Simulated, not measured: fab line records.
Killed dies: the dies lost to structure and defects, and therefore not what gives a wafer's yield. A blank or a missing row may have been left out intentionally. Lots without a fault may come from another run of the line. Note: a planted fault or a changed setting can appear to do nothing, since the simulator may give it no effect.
Problem report in the 8D (eight disciplines) form, filled by code | flow sky130 | the parts of the form that need people (team, actions taken, sign-off) are left out

## 1. WHAT IS WRONG
Mean of timeToEndpointS at SKY_VIA1_CMP_24: 36 s across 2 wafers in 2 lots; on wafers with no fault it is 65 s (standard deviation 3.1). Measured from the usual mean, that is -9.5 standard deviations.
The step: polishes, stops on SiO2, t overpolish 15 s, target thk 0 nm.
First seen on wafer L876.4, day 37 22:31, on cmp-02. The record holds 37 wafers of 13 lots with a number at this step. By rule, "out" or "out of limits" means more than 4 standard deviations away from the usual mean. The rest of the wafers with a number are treated as sound.

## 2. WHAT IT IS; WHAT IT IS NOT
question                    | is                | is not
which readings at this step | timeToEndpointS   | overpolishRunS, retainingRingPressureFrac
which lots                  | L876, L879        | L865, L866, L867, L868, L869, L870, L871, L881, L882, L886, L887
which wafers of those lots  | L876.4, L879.4    | L876.3, L879.6
read on which tools         | cmp-02            | cmp-01
when                        | from day 37 22:31 | up to then (22 sound wafers); but 13 sound wafers of L879, L881, L882, L886, L887 came after

## 3. WHAT RULES OUT EACH SUSPECT
Counting: if a tool at a process step up to the reading ran every lot that is out, it stays a suspect. Sound lots after the first of them don't rule it out here, since some wafers of a struck lot are sound.
- cmp-02 at SKY_VIA1_CMP_24 (polishes, stops on SiO2, t overpolish 15 s, target thk 0 nm): kept. Every lot that is out went through it, the first being L876 (day 37 22:31); the last sound lot it ran before that was L871 (day 35 21:49). Its own readings are out on those wafers: timeToEndpointS.
Remaining after the count: cmp-02 at SKY_VIA1_CMP_24.

## 4. THE CAUSE (what the simulator had put in)
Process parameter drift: cmp-02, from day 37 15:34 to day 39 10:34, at SKY_VIA1_CMP_24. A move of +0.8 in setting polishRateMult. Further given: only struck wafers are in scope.
The count eliminated every tool but this one.

## 5. SEQUENCE OF EFFECTS, ordered by route
Rows list readings where the struck wafers' mean (over those with a number) sits beyond 3 standard deviations from the usual. Only readings for which the record gives a usual standard deviation are gone through. hours: the time from each lot's start at the first step in this table that gives one to its start at this step, as a median over the lots. sigmas: the change in usual standard deviations.
hours | step            | reading         | usual | on struck wafers | change | sigmas
0     | SKY_VIA1_CMP_24 | timeToEndpointS | 65 s  | 36               | -30    | -9.5
Here are the process steps it includes:
- SKY_VIA1_CMP_24: polishes, stops on SiO2, t overpolish 15 s, target thk 0 nm.
At these later measuring or inspecting steps, every struck wafer for which the step has a row has a number for every such reading, and none has moved that far: SKY_METAL2_OVL_MEAS_16.

## 6. WHAT WOULD HAVE CAUGHT IT SOONER
7 hours passed between the start of the fault at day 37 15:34 and the first reading out of limits in this record, taken at day 37 22:31.
